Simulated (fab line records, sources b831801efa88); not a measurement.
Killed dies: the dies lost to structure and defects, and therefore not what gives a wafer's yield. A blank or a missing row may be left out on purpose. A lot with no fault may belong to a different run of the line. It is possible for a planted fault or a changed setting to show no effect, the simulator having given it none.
fab line records | flow sky130
record: lots: 6 | wafers: 18 | last_day: 50
route steps=708 shown VIA1@462
lots that met no fault: from a run of the same line without faults
start_h: hours from the record's first day to the start of the lot's first wafer shown | wait_h: hours since the lot's step before | " unchanged from the row above | L1.1+2: a single row standing in for several wafers | - either no value or no given start | * or withheld: withheld | < > ~ a bound
route shown NAME@n: a module of which the file shows steps, and the number in the route of the first | usual: the fault-free wafers' mean and standard deviation | same: alike in all rows | chamber/n: place in a boat | sites: readings site by site | _std_site: their standard deviation | _edge_site: outer sites' mean less inner sites' | radius_mm: how far each site lies from the wafer's centre | mask NAME#n: copy n | behind: the tool/chamber that last shaped the wafer | hold: why the lot went on hold/how many hours it stayed there/how the hold came to an end | device: which transistor (n, p or np) failed to switch | end of line: tests run on the same wafers once the route is complete | a step without rows: its recipe alone | killed: not the wafer's yield, but the dies lost to structure and defects at the first sort | map: per-die view of a wafer (x killed, . not killed, _ where there is no die)
set.NAME: setting as actually run; set.NAME@STEP: the setting as run at that earlier step | model.NAME: the simulator's own value behind a step, which no gauge read
certain route steps with their lots: each step a table, each wafer a row
services: the hour from which a tool's chamber was out of use, counted from the record's first day as start_h (under 0 if before that day), plus the number of hours and why
== steps ==
step: SKY_VIA1_DEHYDRATE_04
recipe: temp_c: 200 | time_s: 60
step: SKY_VIA1_HMDS_05
recipe: prime_time_s: 60 | prime_temp_c: 120
step: SKY_VIA1_COAT_06
recipe: resist: BARC | temp_c: withheld | time_s: withheld | spin_rpm: 3000 | resist_thk_nm: 60
step: SKY_VIA1_COAT_07
recipe: resist: KrF-thick | spin_rpm: 3000 | resist_thk_nm: 450
step: SKY_VIA1_SOFTBAKE_08
recipe: temp_c: 100 | time_s: 90 | resist: KrF-thick
step: SKY_VIA1_EXPOSE_09
recipe: mask_id: VIM | na: 0.8 | source_shape: annular | sigma_inner: 0.55 | sigma_outer: 0.85 | target_cd_nm: 150 | dose_mj: 38
step: SKY_VIA1_PEB_10
recipe: peb_temp_c: withheld | peb_time_s: withheld | resist: KrF-thick
step: SKY_VIA1_DEVELOP_11
recipe: develop_time_s: 60 | resist: KrF-thick | dev_temp_c: 21
step: SKY_VIA1_CD_MEAS_12
recipe: target_cd_nm: 150
usual: cd_nm: 150.1/1.9
lot.wafer | tool      | chamber | start_h | wait_h | cd_nm
L418.2    | cd_sem-01 | -       | 794.14  | -      | 150.4
L418.4    | "         | -       | "       | "      | 150.4
L418.6    | "         | -       | "       | "      | 151.3
L422.1    | cd_sem-01 | -       | 817.37  | -      | 148.4
L422.4    | "         | -       | "       | "      | 150.2
L422.5    | "         | -       | "       | "      | 149.0
L431.1    | cd_sem-01 | -       | 891.07  | -      | 151.1
L431.3    | "         | -       | "       | "      | 153.0
L431.5    | "         | -       | "       | "      | 151.1
L432.1    | cd_sem-01 | -       | 897.72  | -      | 148.7
L432.3    | "         | -       | "       | "      | 149.8
L432.6    | "         | -       | "       | "      | 149.7
L435.1    | cd_sem-01 | -       | 913.67  | -      | 151.0
L435.2    | "         | -       | "       | "      | 151.9
L435.5    | "         | -       | "       | "      | 152.8
L441.2    | cd_sem-02 | -       | 954.99  | -      | 149.0
L441.3    | "         | -       | "       | "      | 149.0
L441.6    | "         | -       | "       | "      | 149.4
step: SKY_VIA1_OVL_MEAS_13
usual: VIA1_OVL: -1/6.2
lot.wafer | tool       | chamber | start_h | wait_h | VIA1_OVL[nm]
L418.2    | overlay-02 | -       | 794.25  | 0.1    | -1
L418.4    | "          | -       | "       | "      | 0
L418.6    | "          | -       | "       | "      | -6
L422.1    | overlay-02 | -       | 817.49  | 0.1    | 2
L422.4    | "          | -       | "       | "      | -3
L422.5    | "          | -       | "       | "      | 1
L431.1    | overlay-01 | -       | 891.19  | 0.1    | 3
L431.3    | "          | -       | "       | "      | 1
L431.5    | "          | -       | "       | "      | -4
L432.1    | overlay-02 | -       | 897.84  | 0.1    | 9
L432.3    | "          | -       | "       | "      | 8
L432.6    | "          | -       | "       | "      | 6
L435.1    | overlay-01 | -       | 913.79  | 0.1    | 6
L435.2    | "          | -       | "       | "      | -4
L435.5    | "          | -       | "       | "      | 3
L441.2    | overlay-01 | -       | 955.10  | 0.1    | -3
L441.3    | "          | -       | "       | "      | -2
L441.6    | "          | -       | "       | "      | -6
step: SKY_VIA1_ETCH_14
recipe: chemistry: N2/H2 | target: BARC | ion_energy_ev: 200 | source_w: 500 | bias_w: 100 | pressure_mtorr: 30 | n2_flow_sccm: 100 | h2_flow_sccm: 200 | stop_on: SiO2 | time_s: 45.9 | target_depth_a: 600
usual: bias_w: 100.0/0.3 | drypump_motor_current_A: 5.6/0.4 | h2_flow_sccm: 200.0/0.59 | oes_product_au: 0.854/0.0049 | throttle_valve_pct: 13.226/0.0082
same: time_s: 45.9
lot.wafer | tool        | chamber | start_h | wait_h | bias_w | drypump_motor_current_A | h2_flow_sccm | oes_product_au | rf_hours_counter_h | throttle_valve_pct
L418.2    | rie_diel-03 | 2       | 794.28  | 0.0    | 100.3  | 5.2                     | 199.9        | 0.861          | 22                 | 13.236
L418.4    | "           | 0       | "       | "      | 100.3  | 6.1                     | 200.7        | 0.848          | 8                  | 13.218
L418.6    | "           | 2       | "       | "      | 100.1  | 5.2                     | 199.9        | 0.847          | -                  | 13.210
L422.1    | rie_diel-03 | 3       | 817.52  | 0.0    | 100.3  | 5.3                     | 199.6        | 0.858          | 20                 | 13.209
L422.4    | "           | 1       | "       | "      | 100.2  | 5.8                     | 200.9        | 0.845          | -                  | 13.215
L422.5    | "           | 2       | "       | "      | 100.5  | 5.2                     | 201.1        | 0.858          | -                  | 13.229
L431.1    | rie_diel-03 | 1       | 891.23  | 0.0    | 100.5  | 5.8                     | 200.4        | 0.856          | 15                 | 13.217
L431.3    | "           | 0       | "       | "      | 100.0  | 6.0                     | 199.7        | 0.858          | 10                 | 13.232
L431.5    | "           | 1       | "       | "      | 100.3  | 5.8                     | 199.7        | 0.856          | -                  | 13.226
L432.1    | rie_diel-02 | 0       | 897.88  | 0.0    | 100.0  | 5.0                     | 200.6        | 0.852          | 6                  | 13.203
L432.3    | "           | 2       | "       | "      | 99.8   | 6.4                     | 198.7        | 0.851          | 5                  | 13.219
L432.6    | "           | 1       | "       | "      | 100.2  | 5.8                     | 200.5        | 0.855          | -                  | 13.231
L435.1    | rie_diel-03 | 3       | 913.83  | 0.0    | 100.1  | 5.3                     | 200.7        | 0.848          | 23                 | 13.231
L435.2    | "           | 2       | "       | "      | 100.5  | 5.2                     | 200.4        | 0.847          | 26                 | 13.226
L435.5    | "           | 2       | "       | "      | 100.3  | 5.2                     | 200.4        | 0.851          | -                  | 13.227
L441.2    | rie_diel-01 | 0       | 955.13  | 0.0    | 99.4   | 5.4                     | 201.4        | 0.854          | 16                 | 13.230
L441.3    | "           | 1       | "       | "      | 100.1  | 5.5                     | 200.3        | 0.857          | 17                 | 13.230
L441.6    | "           | 0       | "       | "      | 99.8   | 5.4                     | 200.5        | 0.850          | -                  | 13.226
step: SKY_VIA1_ETCH_15
recipe: target: SiO2 | chemistry: C4F8/O2/Ar | target_depth_nm: 351 | stop_on: TiN | mask_material: KrF-thick | source_w: 1500 | bias_w: 1200 | pressure_mtorr: 40 | c4f8_flow_sccm: withheld | O2_flow_sccm: 6 | Ar_flow_sccm: 300 | time_s: 54
usual: bias_w: 1200/3.9 | oes_product_au: 0.981/0.0068
same: time_s: 54
lot.wafer | tool        | chamber | start_h | wait_h | bias_w | oes_product_au | rf_hours_counter_h
L418.2    | rie_diel-03 | 2       | 794.32  | 0.0    | 1208   | 0.978          | 22
L418.4    | "           | 0       | "       | "      | 1199   | 0.994          | 8
L418.6    | "           | 2       | "       | "      | 1207   | 0.980          | -
L422.1    | rie_diel-03 | 3       | 817.56  | 0.0    | 1195   | 0.976          | 20
L422.4    | "           | 1       | "       | "      | 1203   | 0.977          | -
L422.5    | "           | 2       | "       | "      | 1200   | 0.983          | -
L431.1    | rie_diel-03 | 1       | 891.27  | 0.0    | 1200   | 0.979          | 15
L431.3    | "           | 0       | "       | "      | 1195   | 0.980          | 10
L431.5    | "           | 1       | "       | "      | 1198   | 0.977          | -
L432.1    | rie_diel-02 | 0       | 897.92  | 0.0    | 1198   | 0.987          | 6
L432.3    | "           | 2       | "       | "      | 1205   | 0.977          | 5
L432.6    | "           | 1       | "       | "      | 1202   | 0.982          | -
L435.1    | rie_diel-03 | 3       | 913.87  | 0.0    | 1201   | 0.981          | 23
L435.2    | "           | 2       | "       | "      | 1193   | 0.979          | 26
L435.5    | "           | 2       | "       | "      | 1192   | 0.993          | -
L441.2    | rie_diel-01 | 0       | 955.17  | 0.0    | 1200   | 0.969          | 16
L441.3    | "           | 1       | "       | "      | 1197   | 0.976          | 17
L441.6    | "           | 0       | "       | "      | 1195   | 0.976          | -
step: SKY_VIA1_STRIP_16
recipe: chemistry: O2/N2 | power_w: 1400 | pressure_mtorr: 1500 | platen_temp_c: withheld | o2_flow_sccm: 3000 | n2_flow_sccm: 300 | overash_fraction: 0.5
usual: chamber_pressure_mTorr: 1499.9/1.4 | drypump_motor_current_A: 6.1/0.53 | oes_product_au: 0.416/0.0051 | strip_time_to_endpoint_s: 4.459/0.027
lot.wafer | tool            | chamber | start_h | wait_h | chamber_pressure_mTorr | drypump_motor_current_A | oes_product_au | rf_hours_counter_h | strip_time_to_endpoint_s | model.KrF-thick_of_VIA1_COAT_07.thk_nm
L418.2    | plasma_asher-03 | 0       | 794.37  | 0.0    | 1500.0                 | 6.6                     | 0.424          | 5                  | 4.465                    | 0
L418.4    | "               | 0       | "       | "      | 1501.1                 | 6.6                     | 0.419          | -                  | 4.423                    | 0
L418.6    | "               | 1       | "       | "      | 1497.4                 | 6.3                     | 0.415          | -                  | 4.457                    | 0
L422.1    | plasma_asher-01 | 1       | 817.61  | 0.0    | 1500.5                 | 6.4                     | 0.420          | 36                 | 4.494                    | 0
L422.4    | "               | 0       | "       | "      | 1500.5                 | 5.0                     | 0.412          | -                  | 4.513                    | 0
L422.5    | "               | 1       | "       | "      | 1499.8                 | 6.4                     | 0.413          | -                  | 4.473                    | 0
L431.1    | plasma_asher-03 | 0       | 891.32  | 0.0    | -                      | -                       | -              | -                  | -                        | 326.6
L431.3    | "               | 0       | "       | "      | -                      | -                       | -              | -                  | -                        | 320.4
L431.5    | "               | 0       | "       | "      | -                      | -                       | -              | -                  | -                        | 325.6
L432.1    | plasma_asher-02 | 1       | 897.97  | 0.0    | -                      | -                       | -              | -                  | -                        | 318.7
L432.3    | "               | 0       | "       | "      | -                      | -                       | -              | -                  | -                        | 321.6
L432.6    | "               | 0       | "       | "      | -                      | -                       | -              | -                  | -                        | 324.4
L435.1    | plasma_asher-03 | 1       | 913.92  | 0.0    | 1501.5                 | 6.3                     | 0.414          | 18                 | 4.490                    | 0
L435.2    | "               | 0       | "       | "      | 1498.4                 | 6.6                     | 0.420          | 18                 | 4.456                    | 0
L435.5    | "               | 0       | "       | "      | 1501.0                 | 6.5                     | 0.406          | -                  | 4.447                    | 0
L441.2    | plasma_asher-01 | 1       | 955.22  | 0.0    | 1499.2                 | 6.4                     | 0.419          | 48                 | 4.462                    | 0
L441.3    | "               | 0       | "       | "      | 1499.7                 | 4.9                     | 0.416          | -                  | 4.461                    | 0
L441.6    | "               | 1       | "       | "      | 1501.0                 | 6.4                     | 0.415          | -                  | 4.478                    | 0
step: SKY_VIA1_STRIP_17
recipe: chemistry: post_etch_residue_remover | time_s: 1200 | temp_c: 72.5
== services ==
tool            | chamber | start_h | hours | kind
rie_diel-03     | -       | 776.04  | 0.5   | repair
plasma_asher-01 | -       | 779.11  | 2.8   | pm
rie_diel-03     | 2       | 807.17  | 1.8   | repair
rie_diel-03     | 0       | 816.13  | 8.8   | repair
plasma_asher-01 | -       | 849.71  | 28.1  | pm
rie_diel-01     | -       | 855.12  | 0.7   | repair
rie_diel-03     | 2       | 885.68  | 11.1  | repair
plasma_asher-02 | -       | 923.70  | 1.6   | repair
plasma_asher-02 | -       | 923.72  | 0.9   | repair
rie_diel-03     | 2       | 929.52  | -     | clean
rie_diel-03     | 2       | 929.52  | 24.4  | scheduled_down
rie_diel-03     | 2       | 929.52  | 24.4  | vent_cycle
rie_diel-02     | 0       | 932.78  | 5.6   | repair
rie_diel-01     | -       | 934.77  | 0.7   | repair
== key ==
first_sign: step: SKY_VIA1_STRIP_16 | reading: tool_record | direction: missing
effect none on later readings
model_effect: step: SKY_VIA1_STRIP_16 | value: KrF-thick_of_VIA1_COAT_07.thk_nm | without: 0 | struck: 322.9
met_at SKY_VIA1_STRIP_16
struck_wafers L431.1,L431.3,L431.5,L432.1,L432.3,L432.6
later_rows_left_out L431.1,L431.3,L431.5,L432.1,L432.3,L432.6
sort_left_out L431.1,L431.3,L431.5,L432.1,L432.3,L432.6
onset_between 794.37 891.32
fault: kind: skipped_step_whole | tool: plasma_asher-02,plasma_asher-03 | chamber: - | onset_h: 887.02 | steps: SKY_VIA1_STRIP_16 | scope: struck_lots_only
sort_left_out: the simulated sort isn't trusted on such a fault, so these wafers' sort isn't shown, and their yield isn't known
later_rows_left_out: the simulator's readings of these wafers behind a module that went badly wrong aren't trusted and aren't shown, but for the sort
